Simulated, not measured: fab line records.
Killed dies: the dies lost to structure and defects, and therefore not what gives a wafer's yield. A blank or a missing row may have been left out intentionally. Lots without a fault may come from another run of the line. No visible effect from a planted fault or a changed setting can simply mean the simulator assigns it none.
Which tool is to blame? ; flow sky130 ; Sampling: 14 lots, 42 wafers, 3 of 708 route steps

== WHAT THE GAUGES SHOWED, per wafer ==
Not one reading of a measure or inspect step in the record can be checked against a usual standard deviation.

== EACH LOT AND THE TOOL THAT RAN IT (in order: tool; ch and the chambers of the sampled wafers; start) ==
lot;SKY_LI_CONTACT_ETCH_14;SKY_LI_CONTACT_STRIP_16;SKY_PAD_OPEN_PROBE_99
L453;rie_diel-03 ch 1,2, day 28 20:00;plasma_asher-01 ch 0,1, day 28 20:08;-
L454;rie_diel-02 ch 0,1,3, day 29 01:37;plasma_asher-02 ch 0,1, day 29 01:45;-
L455;rie_diel-02 ch 1,2, day 29 18:13;plasma_asher-01 ch 0,1, day 29 18:21;-
L457;rie_diel-03 ch 0,2,3, day 30 10:55;plasma_asher-01 ch 0,1, day 30 11:03;-
L462;rie_diel-02 ch 1,2,3, day 31 23:43;plasma_asher-02 ch 0,1, day 31 23:51;-
L463;rie_diel-02 ch 0,3, day 32 05:40;plasma_asher-04 ch 0,1, day 32 05:48;prober-01, day 48 04:57
L465;rie_diel-03 ch 0,2, day 32 14:09;plasma_asher-01 ch 0,1, day 32 14:19;-
L466;rie_diel-03 ch 2,3, day 32 21:25;plasma_asher-04 ch 0,1, day 32 21:33;-
L470;rie_diel-04 ch 2,3, day 34 08:56;plasma_asher-02 ch 0,1, day 34 09:03;-
L472;rie_diel-03 ch 0,1, day 35 05:01;plasma_asher-02 ch 0, day 35 05:08;-
L471;rie_diel-04 ch 1,3, day 35 07:05;plasma_asher-02 ch 0,1, day 35 07:12;-
L473;rie_diel-04 ch 0,3, day 35 16:53;plasma_asher-02 ch 1, day 35 17:00;-
L474;rie_diel-04 ch 0,1,3, day 35 18:40;plasma_asher-02 ch 1, day 35 18:48;-
L475;rie_diel-02 ch 0,2,3, day 35 21:37;plasma_asher-04 ch 0, day 35 21:45;-
- SKY_LI_CONTACT_ETCH_14: etches BARC in N2/H2, stops on SiO2, time 45.9 s, target depth 60 nm.
- SKY_LI_CONTACT_STRIP_16: strips in O2/N2.
- SKY_PAD_OPEN_PROBE_99

== AS READ BY THE TOOLS THEMSELVES (means over the sampled wafers that have a number; for cases with no such wafer, the mark the record gives instead) ==
SKY_LI_CONTACT_ETCH_14.
lot;tool;chamber_pressure_mTorr (mTorr);drypump_motor_current_A (A);oes_product_au (a.u.);run_length_s (s);throttle_valve_pct (%)
L453;rie_diel-03;30.021;5.4;0.858;73.9;13.214
L454;rie_diel-02;30.018;5.6;0.860;74.2;13.227
L455;rie_diel-02;30.010;5.8;0.857;73.7;13.217
L457;rie_diel-03;30.014;5.9;0.851;74.3;13.218
L462;rie_diel-02;30.027;5.9;1.003;44.0;13.241
L463;rie_diel-02;29.994;5.5;0.904;64.2;13.223
L465;rie_diel-03;29.997;5.7;0.855;74.3;13.230
L466;rie_diel-03;29.992;6.0;0.858;74.1;13.224
L470;rie_diel-04;30.017;6.1;0.853;74.2;13.227
L472;rie_diel-03;30.052;5.7;0.858;74.4;13.238
L471;rie_diel-04;30.008;5.5;0.856;73.6;13.221
L473;rie_diel-04;30.014;5.7;0.855;74.1;13.225
L474;rie_diel-04;30.029;5.7;0.850;73.8;13.215
L475;rie_diel-02;30.013;5.9;0.849;74.4;13.223

SKY_LI_CONTACT_STRIP_16.
lot;tool;chamber_pressure_mTorr (mTorr);drypump_motor_current_A (A);oes_product_au (a.u.);strip_time_to_endpoint_s (s)
L453;plasma_asher-01;1499.9;5.9;0.379;3.504
L454;plasma_asher-02;1499.7;5.9;0.375;3.464
L455;plasma_asher-01;1499.5;5.5;0.376;3.477
L457;plasma_asher-01;1500.4;5.9;0.378;3.491
L462;plasma_asher-02;1500.1;5.9;0.387;3.787
L463;plasma_asher-04;1501.2;5.8;0.381;3.586
L465;plasma_asher-01;1499.6;5.5;0.377;3.489
L466;plasma_asher-04;1500.3;5.5;0.371;3.524
L470;plasma_asher-02;1500.5;5.6;0.375;3.486
L472;plasma_asher-02;1500.3;6.1;0.378;3.502
L471;plasma_asher-02;1500.9;5.6;0.375;3.489
L473;plasma_asher-02;1500.3;5.5;0.377;3.488
L474;plasma_asher-02;1499.9;5.5;0.378;3.477
L475;plasma_asher-04;1498.4;6.1;0.372;3.480

SKY_PAD_OPEN_PROBE_99.
lot;tool;killed_at_M0_to_M3;killed_at_M4_up;killed_at_contacts;killed_at_front_end;killed_at_other;killed_dies;killed_open;killed_short
L463;prober-01;28;1.0;30;5;0.0;64;42;22

== THE ANSWER, worked out from the rows above alone ==
Rule: the lots themselves supply what counts as usual. The widest of any qualifying gaps counts: lots, ordered by their means at a reading, are off when they make up no more than a third of the lots, leave a main group of 4 or more, and stand apart from it by 3 or more times the standard deviation of that group's means. If all means in a main group match to the digits the tables above print for the reading, that group is not used. Also off: a lot with no number at a reading for which 4 or more lots have one. All remaining lots with rows at the step are treated as sound. The gauges are gone through in route order, then the tools' own readings, and for those a lot's mean is taken as printed above. At the first step where some lot is off, the reading lying furthest off is the one used; lots without a number count as furthest.
Off, at SKY_LI_CONTACT_ETCH_14 on run_length_s: L462, L463. The main group has a mean of 74.1 s with a standard deviation of 0.26.
If a tool, at that step or one of the process steps before it, ran each lot that is off and ran no sound lot following the first of them, it fits. Not one of the candidates tried fits.

== WHAT THE SIMULATOR HAD INSERTED ==
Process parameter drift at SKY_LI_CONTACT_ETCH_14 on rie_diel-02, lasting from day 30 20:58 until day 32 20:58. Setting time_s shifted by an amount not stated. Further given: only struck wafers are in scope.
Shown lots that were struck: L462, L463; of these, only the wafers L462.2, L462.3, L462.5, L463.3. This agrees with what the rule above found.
